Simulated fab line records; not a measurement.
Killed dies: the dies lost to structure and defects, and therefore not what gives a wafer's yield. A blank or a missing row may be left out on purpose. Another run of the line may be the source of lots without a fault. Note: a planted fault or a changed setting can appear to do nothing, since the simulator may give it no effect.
Which tool was responsible? | flow sky130 | 39 wafers from 13 lots sampled at 3 of the route's 708 steps

WHAT THE GAUGES READ, wafer by wafer
SKY_METAL4_OVL_MEAS_14. Usual: METAL4_OVL -3 nm, standard deviation 6.3.
lot  | measured     | on         | METAL4_OVL (nm) | flag
L839 | day 41 14:20 | overlay-01 | -6 -3 -6        |
L840 | day 42 01:58 | overlay-01 | -10 -6 -2       |
L842 | day 42 21:41 | overlay-01 | 1 -16 -7        |
L843 | day 43 02:54 | overlay-01 | 2 -2 -1         |
L844 | day 43 06:35 | overlay-02 | 2 14 -4         |
L846 | day 43 21:56 | overlay-01 | -1 -8 -4        |
L847 | day 43 22:53 | overlay-01 | -1 6 0          |
L848 | day 44 08:22 | overlay-02 | -10 -10 -2      |
L852 | day 45 10:57 | overlay-02 | -3 -7 0         |
L855 | day 46 13:41 | overlay-01 | 4 -6 2          |
L859 | day 47 07:21 | overlay-01 | -2 0 7          |
L860 | day 47 12:48 | overlay-02 | -7 -12 -7       |
L861 | day 47 14:38 | overlay-02 | -1 -7 -5        |

SKY_VIA4_OVL_MEAS_11. Usual: VIA4_OVL -0.4 nm, standard deviation 1.4.
lot  | measured     | on         | VIA4_OVL (nm)  | flag
L839 | day 42 15:24 | overlay-01 | 1.7 1.4 1.8    |
L840 | day 43 02:44 | overlay-02 | -0.5 -0.6 -1.9 |
L842 | day 43 21:45 | overlay-01 | 1.8 1.2 -0.2   |
L843 | day 44 02:34 | overlay-01 | -1.1 0.2 -1.7  |
L844 | day 44 05:25 | overlay-02 | 2.3 1.3 0.9    |
L846 | day 44 21:25 | overlay-02 | -2.0 0.3 -1.2  |
L847 | day 44 22:42 | overlay-01 | 1.2 0.8 1.4    |
L848 | day 45 07:53 | overlay-02 | -0.4 -1.2 -0.2 |
L852 | day 46 09:05 | overlay-02 | 0.9 1.5 1.2    |
L855 | day 47 10:55 | overlay-02 | 1.0 0.2 -0.4   |
L859 | day 48 04:04 | overlay-02 | -0.1 -0.2 -3.6 |
L860 | day 48 09:29 | overlay-02 | 0.5 1.3 0.7    |
L861 | day 48 11:16 | overlay-02 | 0.9 0.1 -0.4   |

TOOL THAT RAN EACH LOT (tool first, then ch and the chambers of the sampled wafers, then the start)
lot  | SKY_CONTACT_ETCH_16
L839 | rie diel-04 ch 0,1,2, day 31 08:02
L840 | rie diel-03 ch 0,2, day 31 20:33
L842 | rie diel-02 ch 2,3, day 32 20:38
L843 | rie diel-04 ch 1,2,3, day 33 01:05
L844 | rie diel-02 ch 0,1,2, day 33 06:02
L846 | rie diel-02 ch 0,1, day 33 22:08
L847 | rie diel-02 ch 0,2,3, day 34 03:17
L848 | rie diel-03 ch 0,1,2, day 34 12:44
L852 | rie diel-02 ch 0,3, day 35 21:29
L855 | rie diel-03 ch 0,1, day 37 07:17
L859 | rie diel-02 ch 2,3, day 38 04:00
L860 | rie diel-04 ch 0,1, day 38 12:44
L861 | rie diel-03 ch 0,2,3, day 38 14:15
- SKY_CONTACT_ETCH_16: etches BARC in N2/H2, stops on SiO2, time 45.9 s, target depth 60 nm.

AS READ BY THE TOOLS THEMSELVES (means over the sampled wafers that have a number; for cases with no such wafer, the mark the record gives instead)
SKY_CONTACT_ETCH_16. Usual: drypump motor current A 5.7 A, standard deviation 0.49; oes product au 0.854 a.u., standard deviation 0.0049; throttle valve pct 13.225 %, standard deviation 0.0099.
lot  | tool        | drypump motor current A (A) | oes product au (a.u.) | throttle valve pct (%) | flag
L839 | rie diel-04 | 5.9                         | 0.851                 | 13.225                 |
L840 | rie diel-03 | 5.7                         | 0.855                 | 13.225                 |
L842 | rie diel-02 | 5.6                         | 0.853                 | 13.227                 |
L843 | rie diel-04 | 6.1                         | 0.854                 | 13.223                 |
L844 | rie diel-02 | 5.8                         | 0.854                 | 13.230                 |
L846 | rie diel-02 | 5.9                         | 0.852                 | 13.225                 |
L847 | rie diel-02 | 5.7                         | 0.849                 | 13.216                 |
L848 | rie diel-03 | 5.3                         | 0.856                 | 13.229                 |
L852 | rie diel-02 | 5.8                         | 0.856                 | 13.227                 |
L855 | rie diel-03 | 4.9                         | 0.855                 | 13.231                 |
L859 | rie diel-02 | 5.7                         | 0.855                 | 13.219                 |
L860 | rie diel-04 | 5.6                         | 0.851                 | 13.224                 |
L861 | rie diel-03 | 5.6                         | 0.851                 | 13.226                 |

THE ANSWER, worked out from the rows above alone
Rule: a lot is off if the mean of its wafers that have a number lies more than 3 standard deviations from the usual mean. Also off: a lot with no number at a reading for which 4 or more lots have one. All remaining lots with rows at the step are treated as sound. First the gauges in route order, then the tools' own readings, where a lot's mean is used as printed above. At the first step where some lot is off, the reading lying furthest off is the one used; lots without a number count as furthest.
Across all readings shown, no lot is off: no conclusion can be drawn from this.

WHAT THE SIMULATOR PUT IN
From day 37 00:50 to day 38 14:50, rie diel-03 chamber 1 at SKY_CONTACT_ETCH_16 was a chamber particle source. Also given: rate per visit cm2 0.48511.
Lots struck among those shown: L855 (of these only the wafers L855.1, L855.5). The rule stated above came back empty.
